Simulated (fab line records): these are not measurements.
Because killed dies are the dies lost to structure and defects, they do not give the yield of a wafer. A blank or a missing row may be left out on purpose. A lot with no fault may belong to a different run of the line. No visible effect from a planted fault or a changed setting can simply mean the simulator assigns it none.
Matching of chambers -- flow gf180mcu -- 4 sister chambers for GF_V3_CMP_26 on cmp-01
The step polishes, stops on SiO2, t overpolish 15 s, target thk 0 nm. 30 wafers are shown with their chamber, then 12 later ones without.

WAFERS WITH THEIR CHAMBER
wafer,chamber,motorCurrentA (A),overpolishRunS (s),timeToEndpointS (s)
L074.1,2,10.7,15.010,88.7
L074.3,1,11.6,14.993,84.4
L074.4,3,12.2,15.014,83.6
L074.2,0,13.7,15.005,87.6
L074.5,0,12.8,15.007,88.4
L074.6,3,11.6,15.000,83.0
L075.1,0,12.7,14.997,83.9
L075.2,2,10.7,15.001,88.6
L075.3,3,12.0,14.999,84.1
L075.4,1,12.2,15.000,86.7
L075.5,3,12.2,15.004,80.8
L075.6,0,12.7,14.997,85.5
L078.1,2,11.0,14.999,85.0
L078.3,3,11.6,15.013,83.1
L078.4,1,11.8,15.005,82.7
L079.2,1,11.0,14.991,81.5
L079.4,3,11.9,14.993,80.5
L079.6,1,11.5,14.997,86.0
L084.1,1,11.8,14.986,86.4
L084.4,3,11.8,15.008,78.1
L084.5,2,10.6,14.995,84.4
L085.1,3,11.6,15.008,79.2
L085.3,1,11.6,14.994,81.7
L085.4,0,13.3,15.002,79.3
L085.2,2,10.6,14.985,82.2
L085.5,1,11.1,14.981,79.3
L085.6,0,13.3,14.998,81.9
L086.1,2,10.9,14.999,82.4
L086.2,0,12.7,14.998,81.8
L086.4,3,11.7,15.013,82.2

SIGNATURES (averages over the wafers above)
reading,chamber 0,chamber 1,chamber 2,chamber 3,scatter within a chamber
motorCurrentA,13.029,11.575,10.750,11.844,0.319
overpolishRunS,15.00057,14.99338,14.99817,15.00578,0.00698
timeToEndpointS,84.057,83.588,85.217,81.622,2.73
Rule: for each reading, subtract the chamber's mean from the wafer's reading, divide by that reading's scatter and square the result; add these up over the readings and take the root, which gives the wafer's distance from the chamber. If the next closest chamber is less than 2 further off than the closest, the wafer can't be placed; otherwise it belongs to the closest. The scatter: the root of (the sum of the squares of (reading less its chamber's mean) over the shown wafers, divided by (wafers less chambers)).

WAFERS WHOSE CHAMBER IS MISSING
wafer,motorCurrentA (A),overpolishRunS (s),timeToEndpointS (s)
L093.4,11.1,15.002,85.5
L093.5,11.3,14.998,85.1
L093.6,11.9,14.992,84.9
L092.3,13.3,14.985,86.5
L092.4,11.4,15.015,85.1
L092.5,11.6,15.020,82.5
L095.1,13.0,15.011,84.7
L095.2,10.8,14.997,91.4
L095.6,11.7,15.006,90.6
L096.2,12.7,14.999,82.0
L096.3,11.9,15.005,80.9
L096.4,10.6,14.998,82.6

EACH ONE'S CHAMBER
wafer,from the rows above,in truth
L093.4,can't be placed: 2 or 1 or 3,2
L093.5,can't be placed: 1 or 2 or 3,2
L093.6,can't be placed: 1 or 3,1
L092.3,0,0
L092.4,can't be placed: 3 or 2 or 1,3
L092.5,can't be placed: 3 or 1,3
L095.1,0,0
L095.2,can't be placed: 2 or 1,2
L095.6,can't be placed: 1 or 3 or 2 or 0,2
L096.2,can't be placed: 0 or 3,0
L096.3,can't be placed: 3 or 1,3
L096.4,2,2
Correctly placed: 3 of 12. Can't be placed from these rows: 9 (the true chamber is among the candidates in 9). 0 placed wrongly.
